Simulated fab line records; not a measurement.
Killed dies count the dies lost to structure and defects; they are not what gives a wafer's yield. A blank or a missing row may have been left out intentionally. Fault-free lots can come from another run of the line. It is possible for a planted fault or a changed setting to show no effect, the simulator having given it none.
8D (eight disciplines) problem report, filled in by code || flow sky130 || the parts of the form that need people (team, actions taken, sign-off) are left out

== 1. THE PROBLEM ==
CAP2M_TIN_RS at SKY_CAP2M_RS_MEAS_03 reads a mean of 15.61 ohm/sq on 1 wafer of 1 lot; wafers without a fault read 6.90 ohm/sq with a standard deviation of 0.081. That is +99 or more standard deviations from the usual mean.
The step: measures by four-point-probe.
First seen on wafer L317.1, day 43 09:03, on filmMetro-04. The record holds 30 wafers of 10 lots with a number at this step. Rule for "out" (also "out of limits"): further than 4 standard deviations from the usual mean. The rest of the wafers with a number are treated as sound.

== 2. WHAT IT IS, WHAT IT ISN'T ==
{"question": "which readings at this step", "is": "CAP2M_TIN_RS", "is not": "-"}
{"question": "which lots", "is": "L317", "is not": "L305, L310, L311, L321, L322, L323, L324, L325, L327"}
{"question": "which wafers of those lots", "is": "L317.1", "is not": "L317.2, L317.6"}
{"question": "read on which gauges", "is": "filmMetro-04", "is not": "filmMetro-01, filmMetro-03"}
{"question": "when", "is": "from day 43 09:03", "is not": "up to then (11 sound wafers); but 18 sound wafers of L321, L322, L323, L324, L325, L327 came after"}

== 3. THE SUSPECTS, EACH WITH WHAT RULES IT OUT ==
Counting: if a tool at a process step up to the reading ran every lot that is out, it stays a suspect. Sound lots after the first of them don't rule it out here, since some wafers of a struck lot are sound.
- the gauge at SKY_CAP2M_RS_MEAS_03: ruled out. All the wafers that are out were read on filmMetro-04, but those of them that SKY_CAP2M_METAL_ETCH_13 has rows for are out there too, on other tools.
- rieDiel-04 at SKY_VIA3_ETCH_14 (etches BARC in N2/H2, stops on SiO2, time 45.9 s, target depth 60 nm): kept. It ran the lot that is out, L317 (day 43 07:20); its last sound lot up to then is L311 (day 42 17:56).
- pvdSputter-03 at SKY_CAP2M_SPUTTER_02 (material TiN, target thk 200 nm, time 166.7 s): kept. It ran the lot that is out, L317 (day 43 08:57); its last sound lot up to then is L311 (day 42 19:36).
Remaining after the count are rieDiel-04 at SKY_VIA3_ETCH_14 and pvdSputter-03 at SKY_CAP2M_SPUTTER_02.

== 4. THE CAUSE (what the simulator had put in) ==
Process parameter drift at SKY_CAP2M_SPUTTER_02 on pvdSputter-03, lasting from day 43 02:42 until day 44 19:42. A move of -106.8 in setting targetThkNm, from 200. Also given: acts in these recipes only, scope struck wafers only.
Of the 2 suspects that counting leaves, this tool is one.

== 5. THE CHAIN OF EFFECTS, in route order ==
One row per reading whose mean, taken over the struck wafers that have a number, lies over 3 standard deviations from the usual. Readings are gone through only where the record gives a usual standard deviation; hours: the median, over the lots, of the time from a lot's start at the first step in this table giving one to that lot's start at this step; sigmas: the change measured in usual standard deviations.
{"hours": 0, "step": "SKY_CAP2M_RS_MEAS_03", "reading": "CAP2M_TIN_RS", "usual": "6.90 ohm/sq", "on struck wafers": 15.61, "change": "+8.71", "sigmas": "+99 or more"}
{"hours": 0, "step": "SKY_CAP2M_THK_MEAS_04", "reading": "CAP2M_TIN_THK", "usual": "198.9 nm", "on struck wafers": 89.6, "change": -109.3, "sigmas": -40}
{"hours": 23, "step": "SKY_CAP2M_METAL_ETCH_13", "reading": "oesProductAu", "usual": "0.942 a.u.", "on struck wafers": 0.631, "change": -0.311, "sigmas": -38}
{"hours": 23, "step": "SKY_CAP2M_METAL_ETCH_13", "reading": "throttleValvePct", "usual": "21.901 %", "on struck wafers": 22.101, "change": "+0.200", "sigmas": "+21"}
The process steps in it:
- SKY_CAP2M_METAL_ETCH_13: etches TiN in Cl2/BCl3, stops on SiO2, target depth 220 nm, time 62.9 s.

== 6. WHAT WOULD HAVE CAUGHT IT SOONER ==
Counted from the fault's start at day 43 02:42, it took 6 hours until the first out-of-limits reading at a measuring or inspecting step in this record, taken at day 43 09:03.
No tool reading at SKY_CAP2M_SPUTTER_02 that has a usual standard deviation in the record was out on any struck wafer, so an alarm limit of 4 standard deviations on those readings would not have fired.
The start of SKY_CAP2M_SPUTTER_02 on pvdSputter-03 came by day 43 09:03 for every one of the lots that are out (1). Tool hold at that time: it would have spared none of them.
